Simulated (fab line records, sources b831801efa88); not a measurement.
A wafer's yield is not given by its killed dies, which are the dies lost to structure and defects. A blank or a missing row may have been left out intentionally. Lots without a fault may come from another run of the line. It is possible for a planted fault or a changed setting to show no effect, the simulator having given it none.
Matching of chambers || flow sfq line || SFQ_TRILAYER_I1_CMP_CMP_046 on cmp-02: 4 sister chambers
The step polishes SiO2. 4 wafers are shown with their chamber, then 6 later ones without.

== WAFERS, EACH WITH ITS CHAMBER ==
{"wafer": "L888.4", "chamber": 1, "motor current A (A)": 10.7}
{"wafer": "L892.5", "chamber": 2, "motor current A (A)": 9.0}
{"wafer": "L896.1", "chamber": 0, "motor current A (A)": 10.8}
{"wafer": "L896.3", "chamber": 3, "motor current A (A)": 7.4}

== WAFERS WITHOUT THEIR CHAMBER ==
{"wafer": "L896.5", "motor current A (A)": 10.3}
{"wafer": "L899.4", "motor current A (A)": 11.1}
{"wafer": "L899.3", "motor current A (A)": 11.4}
{"wafer": "L899.6", "motor current A (A)": 9.9}
{"wafer": "L907.3", "motor current A (A)": 7.9}
{"wafer": "L907.5", "motor current A (A)": 10.1}

== EACH ONE'S CHAMBER ==
{"wafer": "L896.5", "from the rows above": "can't be placed: 1 or 0 or 2", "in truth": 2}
{"wafer": "L899.4", "from the rows above": "can't be placed: 0 or 1", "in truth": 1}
{"wafer": "L899.3", "from the rows above": "can't be placed: 0 or 1", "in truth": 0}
{"wafer": "L899.6", "from the rows above": "can't be placed: 1 or 0 or 2", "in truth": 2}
{"wafer": "L907.3", "from the rows above": "can't be placed: 3 or 2", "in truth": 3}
{"wafer": "L907.5", "from the rows above": "can't be placed: 1 or 0 or 2", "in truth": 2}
Correctly placed: 0 of 6. Not placeable from these rows: 6 (in 6, the candidates include the true chamber). Placed wrongly: 0.
How it was worked out, from the rows above alone: a wafer's distance from a chamber is the root of the sum, over the readings, of the square of ((its reading less the chamber's mean) divided by the reading's scatter). If the next closest chamber is less than 2 further off than the closest, the wafer can't be placed; otherwise it belongs to the closest. The mean given for a chamber averages the wafers shown for that chamber. The scatter (one wafer shown for each chamber): square how far every hidden wafer sits from the nearest shown wafer, average those squares and take the square root.
